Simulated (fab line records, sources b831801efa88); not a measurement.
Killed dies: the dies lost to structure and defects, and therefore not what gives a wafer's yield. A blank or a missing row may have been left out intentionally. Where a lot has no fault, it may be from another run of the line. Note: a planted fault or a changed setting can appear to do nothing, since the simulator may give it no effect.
fab line records	flow sky130
record lots=6	wafers=18	last_day=50
route steps=708 shown SD_N@350 SD_P@359 RES_XHIGH@360 SALICIDE@361 LI_CONTACT@362
lots untouched by any fault: they come from a run of this same line in which no faults occurred
start_h: hours from the record's first day to the start of the lot's first wafer shown	wait_h: hours since the lot's step before	" unchanged from the row above	L1.1+2: one row covering several wafers at once	- no value, or no start given	* or withheld: withheld	< > ~ a bound
route shown NAME@n: a module of which the file shows steps, and the number in the route of the first	usual: average and standard deviation across the fault-free wafers	same: alike in all rows	chamber/n: place in a boat	sites: the reading at each site	_std_site: standard deviation of those values	_edge_site: the outer-site mean with the inner-site mean subtracted	radius_mm: for every site, how far away it sits from the centre of the wafer	mask NAME#n: copy n	behind: the tool/chamber that last shaped the wafer	hold: what put the lot on hold/how long, in hours/how the hold closed	device: transistor that didn't switch, given as n, p or np	end of line: tests run on the same wafers once the route is complete	step lacking rows: just its recipe	killed: dies lost to structure and defects at the first sort, not the wafer's yield	map: dies across one wafer; x = killed, . = not, _ = none there
set.NAME: the setting as run; set.NAME@STEP: as run at that earlier step	model.NAME: the simulator's own value behind a step, which no gauge read
lots at selected steps of the route; one table per step, one row per wafer
services: a tool's chamber out of use, with start hour (start_h, from the record's first day; less than 0 if before it), hours out, and reason
## steps
# step SKY_SD_N_OVL_MEAS_08
# usual SD_N_OVL=-0.1/1.5
lot.wafer	tool	chamber	start_h	wait_h	SD_N_OVL[nm]
L235.2	overlay-02	-	675.95	0.1	1.6
L235.4	"	-	"	"	0.8
L235.6	"	-	"	"	0.4
L238.1	overlay-02	-	698.85	0.1	1.7
L238.2	"	-	"	"	-2.4
L238.6	"	-	"	"	-0.6
L244.1	overlay-02	-	736.62	0.1	0.8
L244.2	"	-	"	"	3.1
L244.6	"	-	"	"	3.4
L245.4	overlay-02	-	747.02	0.1	-0.2
L245.5	"	-	"	"	-0.4
L245.6	"	-	"	"	-0.1
L246.3	overlay-02	-	750.53	0.1	2.0
L246.4	"	-	"	"	0.2
L246.6	"	-	"	"	1.9
L255.1	overlay-01	-	824.72	0.1	-0.9
L255.2	"	-	"	"	-1.7
L255.6	"	-	"	"	-1.4
# step SKY_SD_N_IMPLANT_09
# recipe species=As	energy_kev=50	dose_cm2=4e+15	tilt_deg=0
# step SKY_SD_N_IMPLANT_10
# recipe species=P	energy_kev=20	dose_cm2=1e+14	tilt_deg=0
# step SKY_SD_N_STRIP_11
# recipe chemistry=O2/N2	power_w=1400	pressure_mtorr=1500	platen_temp_c=withheld	o2_flow_sccm=3000	n2_flow_sccm=300	overash_fraction=0.5
# usual drypump_motor_current_A=5.9/0.37	o2_flow_sccm=3000/7.9	oes_product_au=0.528/0.0047	strip_time_to_endpoint_s=22.55/0.05
lot.wafer	tool	chamber	start_h	wait_h	drypump_motor_current_A	o2_flow_sccm	oes_product_au	rf_hours_counter_h	strip_time_to_endpoint_s
L235.2	plasma_asher-01	0	676.28	0.1	5.1	3003	0.524	99	22.53
L235.4	"	0	"	"	5.1	3007	0.528	-	22.55
L235.6	"	1	"	"	6.1	2995	0.535	-	22.55
L238.1	plasma_asher-02	1	699.18	0.1	6.1	3001	0.523	54	22.53
L238.2	"	0	"	"	5.9	2991	0.527	54	22.56
L238.6	"	0	"	"	6.0	2997	0.522	-	22.46
L244.1	plasma_asher-04	0	736.95	0.1	5.9	3003	0.525	30	22.49
L244.2	"	1	"	"	6.3	2987	0.533	30	22.57
L244.6	"	0	"	"	5.9	3002	0.534	-	22.54
L245.4	plasma_asher-04	1	747.37	0.1	6.3	3000	0.523	-	22.54
L245.5	"	1	"	"	6.3	3007	0.527	-	22.57
L245.6	"	0	"	"	5.9	2994	0.524	-	22.63
L246.3	plasma_asher-01	0	750.89	0.1	5.1	2999	0.535	-	22.59
L246.4	"	1	"	"	6.1	3001	0.529	-	22.59
L246.6	"	0	"	"	5.1	3000	0.526	-	22.59
L255.1	plasma_asher-02	0	825.05	0.1	6.0	2992	0.535	67	22.55
L255.2	"	1	"	"	6.1	2999	0.525	67	22.57
L255.6	"	1	"	"	6.1	2977	0.530	-	22.56
# step SKY_SD_N_TW_MEAS_12
# usual SD_N_TW=3987/23
lot.wafer	tool	chamber	start_h	wait_h	SD_N_TW
L235.2	film_metro-03	-	676.39	0.1	4018
L235.4	"	-	"	"	4010
L235.6	"	-	"	"	4023
L238.1	film_metro-01	-	699.28	0.1	3957
L238.2	"	-	"	"	3940
L238.6	"	-	"	"	3949
L244.1	film_metro-02	-	737.05	0.1	3985
L244.2	"	-	"	"	3990
L244.6	"	-	"	"	3970
L245.4	film_metro-03	-	747.46	0.1	4018
L245.5	"	-	"	"	4009
L245.6	"	-	"	"	4019
L246.3	film_metro-02	-	750.97	0.1	4005
L246.4	"	-	"	"	4007
L246.6	"	-	"	"	4028
L255.1	film_metro-02	-	825.15	0.1	4004
L255.2	"	-	"	"	3991
L255.6	"	-	"	"	3997
# step SKY_SD_N_CLEAN_13
# recipe chemistry=SC1/SC2	mix=1:4:20	temp_c=70	time_s=150	dry=n2_spin
# step SKY_SD_N_RTA_14
# recipe temp_c=1075	time_s=2	idle_temp_c=650	ramp_up_c_per_s=150	ramp_down_c_per_s=90	ambient=N2
# usual chamber_o2_ppm=1.995/0.021	lamp_power_pct=15.74/0.055	wafer_temp_C_max=1078.1/1.3
lot.wafer	tool	chamber	start_h	wait_h	chamber_o2_ppm	lamp_power_pct	wafer_temp_C_max
L235.2	rtp_anneal-01	0	676.51	0.0	1.981	15.70	1079.2
L235.4	"	0	"	"	1.962	15.77	1078.7
L235.6	"	0	"	"	1.957	15.64	1077.8
L238.1	rtp_anneal-02	0	699.39	0.0	1.978	15.80	1078.8
L238.2	"	0	"	"	2.017	15.81	1077.1
L238.6	"	0	"	"	2.024	15.78	1076.5
L244.1	rtp_anneal-02	0	737.16	0.0	1.981	15.82	1079.4
L244.2	"	0	"	"	1.978	15.69	1080.4
L244.6	"	0	"	"	2.001	15.67	1076.7
L245.4	rtp_anneal-01	0	747.58	0.0	1.986	15.66	1078.5
L245.5	"	0	"	"	1.963	15.69	1078.8
L245.6	"	0	"	"	1.972	15.75	1078.2
L246.3	rtp_anneal-02	0	751.08	0.0	1.994	15.73	1077.9
L246.4	"	0	"	"	1.981	15.65	1079.1
L246.6	"	0	"	"	1.988	15.74	1079.1
L255.1	rtp_anneal-01	0	825.26	0.0	2.035	15.78	1079.1
L255.2	"	0	"	"	1.996	15.81	1077.7
L255.6	"	0	"	"	1.990	15.69	1079.1
# step SKY_SD_N_RS_MEAS_16
# recipe thk_meas_gauge=four-point-probe
# usual SD_N_RS=68.49/0.093
lot.wafer	tool	chamber	start_h	wait_h	SD_N_RS[ohm/sq]
L235.2	film_metro-02	-	676.69	0.1	68.54
L235.4	"	-	"	"	68.45
L235.6	"	-	"	"	68.52
L238.1	film_metro-03	-	699.57	0.1	68.66
L238.2	"	-	"	"	68.40
L238.6	"	-	"	"	68.48
L244.1	film_metro-03	-	737.33	0.1	68.51
L244.2	"	-	"	"	68.49
L244.6	"	-	"	"	68.47
L245.4	film_metro-03	-	747.79	0.1	68.37
L245.5	"	-	"	"	68.41
L245.6	"	-	"	"	68.51
L246.3	film_metro-03	-	751.28	0.1	68.49
L246.4	"	-	"	"	68.55
L246.6	"	-	"	"	68.35
L255.1	film_metro-01	-	825.44	0.1	68.43
L255.2	"	-	"	"	68.39
L255.6	"	-	"	"	68.58
# step SKY_SD_N_RS_MEAS_17
# recipe thk_meas_gauge=four-point-probe
# usual SD_P_RS=146.9/0.35
lot.wafer	tool	chamber	start_h	wait_h	SD_P_RS[ohm/sq]
L235.2	film_metro-02	-	676.81	0.1	147.2
L235.4	"	-	"	"	147.2
L235.6	"	-	"	"	147.3
L238.1	film_metro-03	-	699.69	0.1	147.6
L238.2	"	-	"	"	146.9
L238.6	"	-	"	"	146.9
L244.1	film_metro-03	-	737.45	0.1	146.4
L244.2	"	-	"	"	147.1
L244.6	"	-	"	"	147.1
L245.4	film_metro-03	-	747.91	0.1	146.8
L245.5	"	-	"	"	147.3
L245.6	"	-	"	"	147.0
L246.3	film_metro-03	-	751.40	0.1	146.1
L246.4	"	-	"	"	146.8
L246.6	"	-	"	"	147.2
L255.1	film_metro-01	-	825.56	0.1	146.6
L255.2	"	-	"	"	146.2
L255.6	"	-	"	"	146.3
# step SKY_SD_N_RS_MEAS_18
# recipe thk_meas_gauge=four-point-probe
# usual RES_XHIGH_RS=332.8/1.3
lot.wafer	tool	chamber	start_h	wait_h	RES_XHIGH_RS[ohm/sq]
L235.2	film_metro-02	-	676.93	0.1	332.5
L235.4	"	-	"	"	332.3
L235.6	"	-	"	"	333.8
L238.1	film_metro-03	-	699.81	0.1	333.2
L238.2	"	-	"	"	333.3
L238.6	"	-	"	"	333.3
L244.1	film_metro-03	-	737.57	0.1	331.3
L244.2	"	-	"	"	330.7
L244.6	"	-	"	"	330.7
L245.4	film_metro-03	-	748.03	0.1	331.8
L245.5	"	-	"	"	332.1
L245.6	"	-	"	"	332.0
L246.3	film_metro-03	-	751.52	0.1	333.0
L246.4	"	-	"	"	333.7
L246.6	"	-	"	"	332.9
L255.1	film_metro-01	-	825.68	0.1	334.6
L255.2	"	-	"	"	334.9
L255.6	"	-	"	"	334.3
# step SKY_SALICIDE_CLEAN_00
# recipe chemistry=HF-last	time_s=30	dilution=100:1	dry=ipa_marangoni
# step SKY_LI_CONTACT_HDPCVD_00
# recipe material=PSG	target_thk_nm=930	sigma_open_frac=0.3	time_s=155	temp_c=600	sih4_flow_sccm=60	pressure_mtorr=6
# usual pressure_mtorr=6.002/0.012	run_length_s=183.1/0.6
lot.wafer	tool	chamber	start_h	wait_h	pressure_mtorr	run_length_s
L235.2	hdpcvd-01	1	677.05	0.0	5.993	182.8
L235.4	"	0	"	"	6.000	183.0
L235.6	"	2	"	"	6.005	183.5
L238.1	hdpcvd-02	2	699.94	0.0	6.000	183.3
L238.2	"	1	"	"	6.014	183.0
L238.6	"	2	"	"	6.017	183.2
L244.1	hdpcvd-01	0	737.71	0.0	-	-
L244.2	"	2	"	"	-	-
L244.6	"	2	"	"	-	-
L245.4	hdpcvd-01	2	748.15	0.1	-	-
L245.5	"	0	"	"	-	-
L245.6	"	1	"	"	-	-
L246.3	hdpcvd-01	2	751.62	0.0	5.987	184.0
L246.4	"	2	"	"	5.981	184.5
L246.6	"	1	"	"	6.010	182.3
L255.1	hdpcvd-01	0	825.81	0.0	6.010	182.9
L255.2	"	2	"	"	5.999	184.2
L255.6	"	0	"	"	5.978	183.2
## services
tool	chamber	start_h	hours	kind
plasma_asher-01	-	660.06	4.3	repair
hdpcvd-01	-	665.75	5.5	pm
hdpcvd-02	0	665.75	-	clean
hdpcvd-02	1	665.75	-	clean
hdpcvd-02	2	665.75	-	clean
hdpcvd-01	2	668.34	4.5	repair
plasma_asher-04	-	677.87	2.8	pm
hdpcvd-01	-	680.11	1.4	repair
hdpcvd-01	2	696.21	1.8	repair
hdpcvd-02	0	699.68	14.1	repair
hdpcvd-02	-	725.13	1.2	repair
plasma_asher-01	-	733.78	9.0	pm
plasma_asher-01	0	733.78	9.0	vent_cycle
plasma_asher-01	1	733.78	9.0	vent_cycle
plasma_asher-01	0	742.78	-	clean
plasma_asher-01	1	742.78	-	clean
plasma_asher-01	-	765.37	2.0	repair
rtp_anneal-02	-	802.45	3.5	pm
hdpcvd-01	2	808.96	9.1	repair
## key
first_sign step=SKY_LI_CONTACT_HDPCVD_00	reading=tool_record	direction=missing
effect none on later readings
met_at SKY_LI_CONTACT_HDPCVD_00
struck_wafers L244.1,L244.2,L244.6,L245.4,L245.5,L245.6
scrapped_behind SKY_LI_CONTACT_THK_MEAS_01 L244.1,L244.2,L244.6,L245.4,L245.5,L245.6
onset_between 677.05 737.71
fault kind=skipped_step_whole	tool=hdpcvd-01	chamber=-	onset_h=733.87	steps=SKY_LI_CONTACT_HDPCVD_00	scope=struck_lots_only
